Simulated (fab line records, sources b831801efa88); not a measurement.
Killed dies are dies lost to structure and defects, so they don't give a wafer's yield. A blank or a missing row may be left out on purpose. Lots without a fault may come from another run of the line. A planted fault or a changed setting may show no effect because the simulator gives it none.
Which tool did it? | flow sky130 | 13 lots, 39 wafers sampled, at 3 steps of a route of 708

WHAT THE GAUGES READ, wafer by wafer
SKY_VIA2_CD_MEAS_12: target cd 200 nm. Usual: cd_nm 200.0 nm, standard deviation 1.4.
lot  | measured     | on        | cd_nm (nm)        | flag
L493 | day 36 02:11 | cd_sem-02 | 200.1 200.6 199.6 |
L494 | day 36 18:18 | cd_sem-01 | 199.5 200.2 198.9 |
L495 | day 36 22:04 | cd_sem-02 | 197.8 198.2 199.1 |
L496 | day 37 03:50 | cd_sem-02 | 199.7 200.6 200.2 |
L497 | day 37 11:31 | cd_sem-01 | 199.8 199.5 200.5 |
L505 | day 39 23:10 | cd_sem-01 | 197.0 199.4 199.4 |
L507 | day 40 16:10 | cd_sem-01 | 201.2 200.3 201.1 |
L508 | day 41 06:36 | cd_sem-02 | 200.3 201.0 199.7 |
L510 | day 41 21:00 | cd_sem-01 | 201.3 202.6 202.1 |
L511 | day 41 23:07 | cd_sem-02 | 203.8 203.7 203.3 |
L516 | day 43 14:14 | cd_sem-02 | 198.9 199.4 198.8 |
L515 | day 43 15:57 | cd_sem-01 | 200.6 201.5 202.5 |
L514 | day 43 20:38 | cd_sem-01 | 199.3 200.4 200.5 |

SKY_VIA2_RS_MEAS_22: measures by four-point-probe. Usual: VIA2_W_RS 0.2722 ohm/sq, standard deviation 0.0029.
lot  | measured     | on            | VIA2_W_RS (ohm/sq)   | flag
L493 | day 36 03:14 | film_metro-03 | 0.2745 0.2742 0.2718 |
L494 | day 36 19:23 | film_metro-03 | 0.2741 0.2747 0.2750 |
L495 | day 36 23:06 | film_metro-03 | 0.2704 0.2662 0.2705 |
L496 | day 37 04:52 | film_metro-02 | 0.2742 0.2743 0.2784 |
L497 | day 37 12:35 | film_metro-03 | 0.2710 0.2724 0.2706 |
L505 | day 40 00:13 | film_metro-04 | 0.2744 0.2736 0.2721 |
L507 | day 40 17:15 | film_metro-03 | 0.2696 0.2698 0.2730 |
L508 | day 41 07:41 | film_metro-02 | 0.2719 0.2716 0.2718 |
L510 | day 41 22:03 | film_metro-03 | 0.2679 0.2680 0.2714 |
L511 | day 42 00:10 | film_metro-02 | 0.2669 0.2733 0.2683 |
L516 | day 43 15:17 | film_metro-03 | 0.2733 0.2712 0.2717 |
L515 | day 43 17:00 | film_metro-02 | 0.2764 0.2738 0.2756 |
L514 | day 43 21:41 | film_metro-02 | 0.2690 0.2683 0.2696 |

WHICH TOOL RAN EACH LOT (tool, then ch and the chambers of the sampled wafers, then the start)
lot  | SKY_METAL2_SPUTTER_00
L493 | pvd_sputter-04, day 33 19:50
L494 | pvd_sputter-04, day 34 13:08
L495 | pvd_sputter-02, day 34 16:24
L496 | pvd_sputter-02, day 34 21:47
L497 | pvd_sputter-02, day 35 06:00
L505 | pvd_sputter-04, day 37 18:34
L507 | pvd_sputter-04, day 38 12:25
L508 | pvd_sputter-04, day 39 03:17
L510 | pvd_sputter-04, day 39 18:59
L511 | pvd_sputter-01, day 39 20:53
L516 | pvd_sputter-02, day 41 13:14
L515 | pvd_sputter-02, day 41 15:52
L514 | pvd_sputter-04, day 41 19:34
- SKY_METAL2_SPUTTER_00: material Ti, target thk 15 nm, time 10 s.

WHAT THE TOOLS THEMSELVES READ (means of the sampled wafers that have a number; where no wafer has one, the mark that the record gives instead)
SKY_METAL2_SPUTTER_00. Usual: throttle_valve_pct 29.7 %, standard deviation 0.91.
lot  | tool           | throttle_valve_pct (%) | flag
L493 | pvd_sputter-04 | 29.8                   |
L494 | pvd_sputter-04 | 30.0                   |
L495 | pvd_sputter-02 | 30.1                   |
L496 | pvd_sputter-02 | 30.5                   |
L497 | pvd_sputter-02 | 29.6                   |
L505 | pvd_sputter-04 | 29.0                   |
L507 | pvd_sputter-04 | 29.2                   |
L508 | pvd_sputter-04 | 29.5                   |
L510 | pvd_sputter-04 | 30.0                   |
L511 | pvd_sputter-01 | 29.2                   |
L516 | pvd_sputter-02 | 29.3                   |
L515 | pvd_sputter-02 | 29.2                   |
L514 | pvd_sputter-04 | 30.1                   |

THE ANSWER, worked out from the rows above alone
Rule: a lot is off if the mean of its wafers that have a number lies more than 3 standard deviations from the usual mean. A lot without any number at a reading at which 4 lots or more have one is off too. The other lots that the step has rows for count as sound. The gauges are gone through in route order, then the tools' own readings, and for those a lot's mean is taken as printed above. The first step at which some lot is off is used, and at that step the reading that is off furthest; a lot without a number counts as furthest.
No lot is off at any reading shown: from this, nothing can be told.

WHAT THE SIMULATOR HAD PUT IN
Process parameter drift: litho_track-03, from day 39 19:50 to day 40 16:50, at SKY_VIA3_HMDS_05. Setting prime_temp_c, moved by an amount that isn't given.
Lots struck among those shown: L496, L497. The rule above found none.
